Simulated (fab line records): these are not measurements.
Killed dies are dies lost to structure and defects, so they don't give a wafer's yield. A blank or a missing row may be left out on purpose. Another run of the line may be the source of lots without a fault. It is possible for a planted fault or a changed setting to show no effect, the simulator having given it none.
Which tool did it? | flow sky130 | Sampling: 12 lots, 36 wafers, 4 of 708 route steps

WHAT THE GAUGES READ, wafer by wafer
SKY_CAP2M_OVL_MEAS_12.
lot  | measured     | on         | CAP2M_OVL (nm)
L415 | day 40 21:05 | overlay-01 | -0.4 0.0 -0.2
L416 | day 41 08:23 | overlay-02 | -0.9 0.5 0.1
L418 | day 41 21:50 | overlay-01 | 0.0 0.0 -0.7
L419 | day 42 07:27 | overlay-02 | 3.7 2.3 3.6
L420 | day 42 17:50 | overlay-02 | 2.3 1.6 1.1
L422 | day 42 20:17 | overlay-01 | 3.4 1.8 1.0
L423 | day 43 23:41 | overlay-02 | 0.8 -0.7 1.1
L427 | day 44 13:41 | overlay-01 | 0.3 0.8 0.6
L428 | day 45 04:05 | overlay-01 | 1.8 0.2 1.4
L432 | day 45 17:02 | overlay-02 | 3.2 2.7 3.6
L437 | day 46 22:53 | overlay-02 | 1.7 2.4 2.7
L438 | day 47 01:14 | overlay-01 | 0.9 2.2 3.0

SKY_VIA4_RS_MEAS_19: a four-point-probe measurement.
lot  | measured     | on            | VIA4_W_RS (ohm/sq)
L415 | day 43 00:30 | film metro-02 | 0.231 0.231 0.233
L416 | day 43 11:41 | film metro-04 | 0.223 0.226 0.228
L418 | day 43 23:03 | film metro-02 | 0.230 0.226 0.225
L419 | day 44 10:21 | film metro-04 | 0.226 0.224 0.226
L420 | day 44 19:19 | film metro-01 | 0.227 0.227 0.228
L422 | day 44 20:55 | film metro-02 | 0.223 0.221 0.222
L423 | day 45 22:23 | film metro-02 | 0.231 0.229 0.232
L427 | day 46 11:45 | film metro-01 | 0.231 0.228 0.227
L428 | day 47 01:23 | film metro-02 | 0.228 0.231 0.226
L432 | day 47 13:38 | film metro-02 | 0.219 0.221 0.223
L437 | day 48 17:48 | film metro-01 | 0.226 0.226 0.228
L438 | day 48 19:37 | film metro-01 | 0.226 0.230 0.227

WHICH TOOL RAN EACH LOT (tool, then ch and the chambers of the sampled wafers, then the start)
lot  | SKY_METAL2_SPUTTER_04        | SKY_VIA4_ETCH_12
L415 | pvd sputter-04, day 34 03:13 | rie diel-02 ch 0,1, day 42 23:37
L416 | pvd sputter-04, day 34 12:19 | rie diel-02 ch 1,2,3, day 43 10:46
L418 | pvd sputter-02, day 35 04:32 | rie diel-02 ch 0,2,3, day 43 22:10
L419 | pvd sputter-04, day 35 15:26 | rie diel-03 ch 0,1, day 44 09:21
L420 | pvd sputter-03, day 36 04:43 | rie diel-01 ch 0,1, day 44 18:25
L422 | pvd sputter-04, day 36 07:26 | rie diel-02 ch 0,1,3, day 44 20:00
L423 | pvd sputter-04, day 37 14:33 | rie diel-01 ch 0,2, day 45 21:28
L427 | pvd sputter-03, day 38 05:02 | rie diel-02 ch 0,2,3, day 46 10:52
L428 | pvd sputter-04, day 38 23:14 | rie diel-01 ch 0,1,2, day 47 00:30
L432 | pvd sputter-04, day 39 11:59 | rie diel-01 ch 0,1, day 47 12:43
L437 | pvd sputter-04, day 41 02:56 | rie diel-02 ch 1,3, day 48 16:52
L438 | pvd sputter-04, day 41 04:04 | rie diel-01 ch 1,3, day 48 18:40
- SKY_METAL2_SPUTTER_04: material TiN, target thk 70 nm, time 58.3 s.
- SKY_VIA4_ETCH_12: etches SiO2 in C4F8/O2/Ar, stops on TiN, target depth 580 nm.

AS READ BY THE TOOLS THEMSELVES (means over the sampled wafers that have a number; for cases with no such wafer, the mark the record gives instead)
SKY_METAL2_SPUTTER_04.
lot  | tool           | cathode dc power W (W) | throttle valve pct (%)
L415 | pvd sputter-04 | 6499.6                 | 29.3
L416 | pvd sputter-04 | 6501.2                 | 29.1
L418 | pvd sputter-02 | 6499.8                 | 29.5
L419 | pvd sputter-04 | 6499.3                 | 29.3
L420 | pvd sputter-03 | 6500.8                 | 30.1
L422 | pvd sputter-04 | 6499.6                 | 29.4
L423 | pvd sputter-04 | 6498.8                 | 28.7
L427 | pvd sputter-03 | 6498.9                 | 30.7
L428 | pvd sputter-04 | 6501.0                 | 29.4
L432 | pvd sputter-04 | 6499.9                 | 29.3
L437 | pvd sputter-04 | 6500.5                 | 29.1
L438 | pvd sputter-04 | 6500.0                 | 29.5

SKY_VIA4_ETCH_12.
lot  | tool        | oes product au (a.u.)
L415 | rie diel-02 | 0.930
L416 | rie diel-02 | 0.924
L418 | rie diel-02 | 0.929
L419 | rie diel-03 | 0.927
L420 | rie diel-01 | 0.924
L422 | rie diel-02 | 0.928
L423 | rie diel-01 | 0.926
L427 | rie diel-02 | 0.926
L428 | rie diel-01 | 0.924
L432 | rie diel-01 | 0.927
L437 | rie diel-02 | 0.926
L438 | rie diel-01 | 0.922

THE ANSWER, worked out from the rows above alone
Rule: what is usual is taken from the lots themselves. Put in order of their means at a reading, lots are off if they are a third of the lots or fewer, leave a main group of 4 or more, and stand apart from it by a gap of 3 or more times the standard deviation of the main group's means; of several such gaps the widest counts. A main group whose means are all the same, to the digits that the tables above print for the reading, isn't used. Also off: a lot with no number at a reading for which 4 or more lots have one. Any other lot the step has rows for is counted as sound. The gauges are gone through in route order, then the tools' own readings, and for those a lot's mean is taken as printed above. At the first step where some lot is off, the reading lying furthest off is the one used; lots without a number count as furthest.
Across all readings shown, no lot is off: no conclusion can be drawn from this.

WHAT HAD BEEN PUT IN BY THE SIMULATOR
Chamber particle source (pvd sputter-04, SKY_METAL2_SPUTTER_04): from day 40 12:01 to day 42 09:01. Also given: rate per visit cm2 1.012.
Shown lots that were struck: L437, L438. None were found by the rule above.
